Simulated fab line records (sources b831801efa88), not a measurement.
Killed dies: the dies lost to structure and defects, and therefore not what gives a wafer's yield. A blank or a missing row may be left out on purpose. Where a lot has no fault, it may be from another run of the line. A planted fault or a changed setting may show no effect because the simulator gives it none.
Matching of chambers | flow sky130 | SKY_LOCAL_INTERCONNECT_STRIP_16 on wet-bench-03: 3 sister chambers
The step strips in post etch residue remover, time 1200 s. 6 wafers are shown with their chamber, then 8 later ones without.

## WAFERS PAIRED WITH THEIR CHAMBERS
wafer  | chamber | bath-heat-duty-pct (%)
L105.2 | 0       | 16.1
L105.5 | 0       | 15.8
L109.3 | 3       | 15.3
L109.4 | 3       | 14.5
L111.6 | 2       | 14.7
L115.2 | 2       | 16.1

## WAFERS MISSING THEIR CHAMBER
wafer  | bath-heat-duty-pct (%)
L115.3 | 14.7
L115.5 | 14.5
L116.1 | 14.2
L116.3 | 16.0
L116.5 | 16.0
L119.1 | 14.5
L119.4 | 14.6
L119.5 | 13.4

## WHICH CHAMBER EACH ONE RAN IN
wafer  | from the rows above          | in truth
L115.3 | can't be placed: 3 or 2 or 0 | 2
L115.5 | can't be placed: 3 or 2 or 0 | 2
L116.1 | can't be placed: 3 or 2 or 0 | 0
L116.3 | can't be placed: 0 or 2 or 3 | 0
L116.5 | can't be placed: 0 or 2 or 3 | 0
L119.1 | can't be placed: 3 or 2 or 0 | 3
L119.4 | can't be placed: 3 or 2 or 0 | 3
L119.5 | can't be placed: 3 or 2 or 0 | 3
Correctly placed: 0 of 8. Can't be placed from these rows: 8 (the true chamber is among the candidates in 8). Placed wrongly: 0.
How it was worked out, from the rows above alone: a wafer's distance from a chamber is the root of the sum, over the readings, of the square of ((its reading less the chamber's mean) divided by the reading's scatter). If the next closest chamber is less than 2 further off than the closest, the wafer can't be placed; otherwise it belongs to the closest. A chamber's mean is the mean of its shown wafers. The scatter is the square root of a quotient: the sum, over the shown wafers, of each reading's squared deviation from its chamber's mean, divided by wafers minus chambers.
